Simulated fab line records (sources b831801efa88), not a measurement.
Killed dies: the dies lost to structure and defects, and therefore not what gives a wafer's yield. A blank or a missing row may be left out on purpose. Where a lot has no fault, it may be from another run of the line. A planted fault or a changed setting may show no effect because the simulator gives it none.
Code-filled problem report in 8D (eight disciplines) form    flow sky130    the parts of the form that need people (team, actions taken, sign-off) are left out

== 1. PROBLEM STATEMENT ==
run_length_s at SKY_FIELD_ISO_ETCH_17 reads a mean of 134.9 s on 2 wafers of 2 lots; wafers without a fault read 126.2 s with a standard deviation of 0.4. That puts it +22 standard deviations away from the usual mean.
The step: etches Si in HBr/Cl2/O2, target depth 342 nm, time 97.7 s.
First observed at day 4 09:53: wafer L865.2, on rie_si-01. At this step, 18 wafers from 6 lots have a number in the record. By rule, "out" or "out of limits" means more than 4 standard deviations away from the usual mean. Any other wafer with a number is counted as sound.

== 2. WHAT IT IS, AND WHAT IT ISN'T ==
question                     is                is not
which readings at this step  run_length_s      drypump_motor_current_A, oes_product_au, rf_fwd_power_W, throttle_valve_pct
which lots                   L865, L869        L862, L866, L874, L876
which wafers of those lots   L865.2, L869.2    L865.3, L865.5, L869.4, L869.6
read on which tools          rie_si-01         rie_si-02
when                         from day 4 09:53  up to then (5 sound wafers); but 11 sound wafers of L866, L869, L874, L876 came after

== 3. SUSPECTS, AND WHAT RULES EACH OUT ==
Counting: a tool at a process step up to the reading stays a suspect if it ran every lot that is out. Sound lots after the first of them don't rule it out here, since some wafers of a struck lot are sound.
- rie_diel-04 at SKY_FIELD_ISO_ETCH_14 (etches BARC in N2/H2, stops on SiO2, time 45.9 s, target depth 60 nm): kept. It ran every lot that is out, first L865 (day 4 09:41).
- rie_diel-04 at SKY_FIELD_ISO_ETCH_15 (etches the open film in CHF3/O2, stops on Si, target depth 180 nm, time 72 s): kept. It ran every lot that is out, first L865 (day 4 09:44).
- rie_si-01 at SKY_FIELD_ISO_ETCH_17 (etches Si in HBr/Cl2/O2, target depth 342 nm, time 97.7 s): kept. It processed each lot that is out (first: L865, day 4 09:53); up to then, its last sound lot is L862 (day 3 16:55). Out on those wafers are its own readings of run_length_s.
- At SKY_FIELD_ISO_ETCH_17, inside rie_si-01: chamber 3 took the wafers that are out, while their sound lot-mates went through chambers 0, 1, 2.
Left after counting: rie_diel-04 at SKY_FIELD_ISO_ETCH_14, rie_diel-04 at SKY_FIELD_ISO_ETCH_15, rie_si-01 at SKY_FIELD_ISO_ETCH_17.

== 4. THE CAUSE (what the simulator had put in) ==
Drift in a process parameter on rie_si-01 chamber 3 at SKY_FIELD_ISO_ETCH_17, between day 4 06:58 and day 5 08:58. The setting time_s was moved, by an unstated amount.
Counting leaves 3 suspects; this tool is one of them.

== 5. SEQUENCE OF EFFECTS, ordered by route ==
Rows list readings where the struck wafers' mean (over those with a number) sits beyond 3 standard deviations from the usual. Only readings whose record carries a usual standard deviation are examined. hours: median over the lots of the time between each lot's start at the first step of this table that gives one and its start at this step. sigmas: the change, counted in usual standard deviations.
hours  step                   reading       usual    on struck wafers  change  sigmas
0      SKY_FIELD_ISO_ETCH_17  run_length_s  126.2 s  134.9             +8.7    +22
The process steps in it:
- SKY_FIELD_ISO_ETCH_17: etches Si in HBr/Cl2/O2, target depth 342 nm, time 97.7 s.

== 6. HOW IT WOULD HAVE BEEN CAUGHT EARLIER ==
3 hours passed between the start of the fault at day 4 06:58 and the first reading out of limits in this record, taken at day 4 09:53.
